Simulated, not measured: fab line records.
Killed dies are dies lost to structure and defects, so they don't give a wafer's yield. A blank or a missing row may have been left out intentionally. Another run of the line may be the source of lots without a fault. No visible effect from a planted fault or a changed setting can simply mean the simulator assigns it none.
One fault seen from 2 desks ; flow sky130 ; each desk has only its own numbers; what lay behind them comes last

DESK OF THE TOOL OWNER: rieDiel-01
The tool's own readings at SKY_VIA1_ETCH_14 (etches BARC in N2/H2, stops on SiO2, time 45.9 s, target depth 60 nm): means of the sampled wafers that have a number, for each lot that ran on this tool. Marked OUT: a lot whose mean sits more than 4 standard deviations from the usual mean, which makes it out of limits; the brackets give that distance.
Columns: A = drypumpMotorCurrentA at SKY_VIA1_ETCH_14, usual 5.8 A; B = oesProductAu at SKY_VIA1_ETCH_14, usual 0.854 a.u.; C = rfFwdPowerW at SKY_VIA1_ETCH_14, usual 495.1 W; D = throttleValvePct at SKY_VIA1_ETCH_14, usual 13.224 %
lot;first seen here;A;B;C;D
L366;day 35 12:13;5.5;0.854;494.6;13.220
L367;day 36 01:01;5.5;0.855;495.5;13.235
L369;day 36 15:43;5.6;0.857;497.4;13.224
L370;day 37 00:19;5.5;0.856;575.8 (+35) OUT;13.232
L377;day 38 18:07;6.0;0.857;574.2 (+34) OUT;13.226
This desk finds L370, L377 out of limits, L370 being first, at day 37 00:19 (rfFwdPowerW at SKY_VIA1_ETCH_14). Within limits: L366, L367, L369.

AT THE METROLOGY DESK
Lot by lot, what the gauges showed, no matter which tool ran the lot: averages of those sampled wafers that carry a number. Marked OUT: a lot whose mean sits more than 4 standard deviations from the usual mean, which makes it out of limits; the brackets give that distance.
Columns: A = METAL1_OVL at SKY_METAL1_OVL_MEAS_16, usual 2 nm; B = VIA1_W_RS at SKY_VIA1_RS_MEAS_22, usual 0.425 ohm/sq
lot;first seen here;A;B
L363;day 33 08:36;-1;0.428
L366;day 34 09:15;0;0.420
L365;day 34 13:37;3;0.424
L367;day 34 21:24;5;0.421
L369;day 35 12:05;6;0.429
L370;day 35 20:11;0;0.421
L371;day 36 00:25;0;0.424
L373;day 37 01:03;-1;0.422
L377;day 37 15:20;-2;0.421
L381;day 38 16:17;2;0.421
L385;day 40 09:17;-6;0.427
This desk found nothing out of limits on any of the 11 lots.

PUT TOGETHER
The tool owner's desk could have raised an alarm at day 37 00:19, on L370, L377.
The metrology desk saw nothing out of limits.
The metrology desk holds a record of L370, L377, inside its limits.
The lots listed all ran SKY_VIA1_ETCH_14 on rieDiel-01.

WHAT THE SIMULATOR HAD PUT IN
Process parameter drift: rieDiel-01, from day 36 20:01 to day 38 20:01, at SKY_VIA1_ETCH_14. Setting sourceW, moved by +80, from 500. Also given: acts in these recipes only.
Shown lots that were struck: L370, L377.
Time in hours from fault onset to the first out-of-limits reading at each desk: the tool owner's desk, 4.
